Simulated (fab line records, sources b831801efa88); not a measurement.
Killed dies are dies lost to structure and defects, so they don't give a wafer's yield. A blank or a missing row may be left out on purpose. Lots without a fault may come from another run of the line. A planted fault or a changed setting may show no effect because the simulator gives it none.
Which tool did it? | flow sky130 | 13 lots, 39 wafers sampled, at 6 steps of a route of 708

WHAT THE GAUGES READ, wafer by wafer
SKY_VT_ADJUST_LVTN_OVL_MEAS_07. Usual: VT_ADJUST_LVTN_OVL 0.0 nm, standard deviation 1.6.
lot  | measured     | on         | VT_ADJUST_LVTN_OVL (nm) | flag
L958 | day 7 00:37  | overlay-01 | 1.0 2.2 3.1             |
L959 | day 7 11:39  | overlay-02 | -0.2 0.7 0.8            |
L960 | day 7 14:11  | overlay-02 | 1.9 0.3 2.5             |
L963 | day 8 10:59  | overlay-01 | 0.7 -0.4 1.1            |
L964 | day 8 20:25  | overlay-02 | -1.1 0.4 0.1            |
L966 | day 9 23:38  | overlay-01 | 1.7 2.0 1.7             |
L967 | day 9 21:45  | overlay-01 | -0.6 0.3 0.9            |
L968 | day 9 22:42  | overlay-02 | 1.4 1.2 1.8             |
L969 | day 10 08:22 | overlay-01 | -0.5 0.2 0.4            |
L970 | day 10 17:53 | overlay-01 | - - -                   | OFF
L975 | day 11 20:18 | overlay-02 | -1.6 -1.4 -1.3          |
L977 | day 12 06:03 | overlay-01 | 1.7 1.0 0.7             |
L980 | day 13 09:50 | overlay-02 | 0.0 -0.5 -0.2           |

SKY_VT_ADJUST_LVTN_TW_MEAS_10. Usual: VT_ADJUST_LVTN_TW 239.1, standard deviation 2.6.
lot  | measured     | on            | VT_ADJUST_LVTN_TW | flag
L958 | day 7 00:54  | film_metro-01 | 240.6 240.9 240.2 |
L959 | day 7 11:56  | film_metro-01 | 240.6 240.5 241.2 |
L960 | day 7 14:29  | film_metro-02 | 239.3 239.6 241.5 |
L963 | day 8 11:17  | film_metro-01 | 242.1 242.7 240.5 |
L964 | day 8 20:42  | film_metro-04 | 239.2 238.3 238.8 |
L966 | day 9 23:55  | film_metro-01 | 241.8 242.2 241.5 |
L967 | day 9 22:02  | film_metro-01 | 240.8 241.6 241.8 |
L968 | day 9 22:59  | film_metro-01 | 241.8 242.5 241.3 |
L969 | day 10 08:39 | film_metro-02 | 241.1 240.6 241.3 |
L970 | day 10 18:11 | film_metro-01 | 30.0 30.0 29.9    | OFF
L975 | day 11 20:35 | film_metro-01 | 240.3 241.5 239.4 |
L977 | day 12 06:20 | film_metro-04 | 234.8 233.4 233.0 |
L980 | day 13 10:08 | film_metro-04 | 235.8 236.7 235.5 |

SKY_LDD_N_OVL_MEAS_07. Usual: LDD_N_OVL -0.3 nm, standard deviation 1.3.
lot  | measured     | on         | LDD_N_OVL (nm) | flag
L958 | day 18 02:55 | overlay-01 | -1.3 -0.9 -2.5 |
L959 | day 18 06:20 | overlay-02 | -0.9 -1.2 -2.6 |
L960 | day 18 14:38 | overlay-02 | 1.3 1.4 0.2    |
L963 | day 20 02:53 | overlay-01 | 1.3 0.1 0.1    |
L964 | day 20 13:46 | overlay-02 | 0.9 0.6 0.2    |
L966 | day 22 03:25 | overlay-02 | -2.1 -1.6 -1.7 |
L967 | day 22 02:19 | overlay-02 | -1.6 1.4 -2.6  |
L968 | day 22 00:20 | overlay-02 | 0.8 -0.6 -0.4  |
L969 | day 22 10:32 | overlay-01 | -0.4 -0.2 -0.7 |
L970 | day 23 00:08 | overlay-01 | -0.5 -0.6 1.0  |
L975 | day 24 10:26 | overlay-02 | -0.7 -0.9 -0.1 |
L977 | day 24 19:08 | overlay-02 | -1.6 -0.6 -1.3 |
L980 | day 25 23:55 | overlay-02 | 0.7 1.4 0.6    |

SKY_LDD_HVN_OVL_MEAS_07. Usual: LDD_HVN_OVL -0.9 nm, standard deviation 1.4.
lot  | measured     | on         | LDD_HVN_OVL (nm) | flag
L958 | day 20 16:05 | overlay-02 | -2.8 -2.0 -1.6   |
L959 | day 20 18:54 | overlay-02 | -0.4 -0.4 -0.3   |
L960 | day 21 04:59 | overlay-01 | 0.4 0.4 0.5      |
L963 | day 22 16:08 | overlay-02 | 1.2 2.0 2.3      |
L964 | day 23 04:20 | overlay-02 | -1.7 -1.8 -0.4   |
L966 | day 24 16:30 | overlay-01 | -2.5 -2.0 -3.4   |
L967 | day 24 15:10 | overlay-02 | -0.1 1.6 -0.5    |
L968 | day 24 13:29 | overlay-01 | -2.0 -1.2 -1.2   |
L969 | day 25 00:13 | overlay-02 | -0.6 -1.7 -1.6   |
L970 | day 25 12:43 | overlay-01 | -3.5 -3.7 -3.1   |
L975 | day 26 22:05 | overlay-01 | -1.3 -1.9 -3.1   |
L977 | day 27 06:58 | overlay-02 | -1.6 -2.0 -2.1   |
L980 | day 28 10:51 | overlay-02 | -1.2 -1.9 -1.0   |

WHICH TOOL RAN EACH LOT (tool, then ch and the chambers of the sampled wafers, then the start)
lot  | SKY_FIELD_ISO_ETCH_17           | SKY_VT_ADJUST_LVTN_EXPOSE_04
L958 | rie_si-02 ch 0,1,3, day 2 09:31 | iline_stepper-01 ch 0, day 6 15:24
L959 | rie_si-02 ch 2,3, day 2 14:56   | iline_stepper-02 ch 0, day 7 01:41
L960 | rie_si-01 ch 0,2,3, day 2 21:01 | iline_stepper-02 ch 0, day 7 04:19
L963 | rie_si-02 ch 0,1,2, day 3 13:13 | iline_stepper-01 ch 0, day 8 01:57
L964 | rie_si-02 ch 1,2,3, day 3 17:49 | iline_stepper-02 ch 0, day 8 10:06
L966 | rie_si-01 ch 0,1,2, day 4 06:25 | iline_stepper-01 ch 0, day 9 13:34
L967 | rie_si-02 ch 1,2,3, day 4 09:07 | iline_stepper-01 ch 0, day 9 11:13
L968 | rie_si-02 ch 0,1,2, day 4 13:35 | iline_stepper-02 ch 0, day 9 12:26
L969 | rie_si-01 ch 0,1,3, day 4 19:55 | iline_stepper-02 ch 0, day 9 21:41
L970 | rie_si-01 ch 2,3, day 5 05:35   | iline_stepper-01 ch 0, day 10 07:23
L975 | rie_si-01 ch 1,2, day 6 07:19   | iline_stepper-01 ch 0, day 11 08:44
L977 | rie_si-01 ch 0,1,2, day 6 14:04 | iline_stepper-01 ch 0, day 11 18:19
L980 | rie_si-02 ch 1,2,3, day 7 05:08 | iline_stepper-01 ch 0, day 12 21:19
- SKY_FIELD_ISO_ETCH_17: etches Si in HBr/Cl2/O2, target depth 342 nm, time 97.7 s.
- SKY_VT_ADJUST_LVTN_EXPOSE_04: exposes mask NWM COMPLEMENT LESS NATIVE, target cd 840 nm.

WHAT THE TOOLS THEMSELVES READ (means of the sampled wafers that have a number; where no wafer has one, the mark that the record gives instead)
SKY_FIELD_ISO_ETCH_17. Usual: drypump_motor_current_A 5.6 A, standard deviation 0.44; oes_product_au 1.000 a.u., standard deviation 0.011; throttle_valve_pct 25.656 %, standard deviation 0.011.
lot  | tool      | drypump_motor_current_A (A) | oes_product_au (a.u.) | throttle_valve_pct (%) | flag
L958 | rie_si-02 | 5.5                         | 0.991                 | 25.660                 |
L959 | rie_si-02 | 5.6                         | 1.003                 | 25.658                 |
L960 | rie_si-01 | 5.9                         | 1.002                 | 25.659                 |
L963 | rie_si-02 | 5.8                         | 0.999                 | 25.659                 |
L964 | rie_si-02 | 5.6                         | 0.998                 | 25.656                 |
L966 | rie_si-01 | 5.8                         | 1.013                 | 25.653                 |
L967 | rie_si-02 | 5.6                         | 0.997                 | 25.653                 |
L968 | rie_si-02 | 5.8                         | 0.988                 | 25.657                 |
L969 | rie_si-01 | 5.4                         | 0.998                 | 25.660                 |
L970 | rie_si-01 | 5.8                         | 0.995                 | 25.657                 |
L975 | rie_si-01 | 5.6                         | 1.007                 | 25.652                 |
L977 | rie_si-01 | 5.8                         | 1.000                 | 25.651                 |
L980 | rie_si-02 | 5.6                         | 0.997                 | 25.650                 |

SKY_VT_ADJUST_LVTN_EXPOSE_04. Usual: stage_vel_mm_s 500.02 mm/s, standard deviation 0.22.
lot  | tool             | stage_vel_mm_s (mm/s) | flag
L958 | iline_stepper-01 | 500.27                |
L959 | iline_stepper-02 | 499.79                |
L960 | iline_stepper-02 | 499.87                |
L963 | iline_stepper-01 | 500.03                |
L964 | iline_stepper-02 | 499.97                |
L966 | iline_stepper-01 | 500.07                |
L967 | iline_stepper-01 | 499.97                |
L968 | iline_stepper-02 | 499.82                |
L969 | iline_stepper-02 | 500.25                |
L970 | iline_stepper-01 | 499.99                |
L975 | iline_stepper-01 | 500.08                |
L977 | iline_stepper-01 | 500.12                |
L980 | iline_stepper-01 | 500.12                |

THE ANSWER, worked out from the rows above alone
Rule: a lot is off if the mean of its wafers that have a number lies more than 3 standard deviations from the usual mean. A lot without any number at a reading at which 4 lots or more have one is off too. The other lots that the step has rows for count as sound. The gauges are gone through in route order, then the tools' own readings, and for those a lot's mean is taken as printed above. The first step at which some lot is off is used, and at that step the reading that is off furthest; a lot without a number counts as furthest.
Off: L970, at SKY_VT_ADJUST_LVTN_OVL_MEAS_07 (VT_ADJUST_LVTN_OVL). Without a number there: L970.
A tool fits if, at a process step before that reading, it ran every lot that is off, and no sound lot after the first of them. The gauges at SKY_VT_ADJUST_LVTN_OVL_MEAS_07 aren't tried: what is off there is off at SKY_VT_ADJUST_LVTN_TW_MEAS_10 too, on other tools, and a gauge's error can't cause that. None of those tried fits.

WHAT THE SIMULATOR HAD PUT IN
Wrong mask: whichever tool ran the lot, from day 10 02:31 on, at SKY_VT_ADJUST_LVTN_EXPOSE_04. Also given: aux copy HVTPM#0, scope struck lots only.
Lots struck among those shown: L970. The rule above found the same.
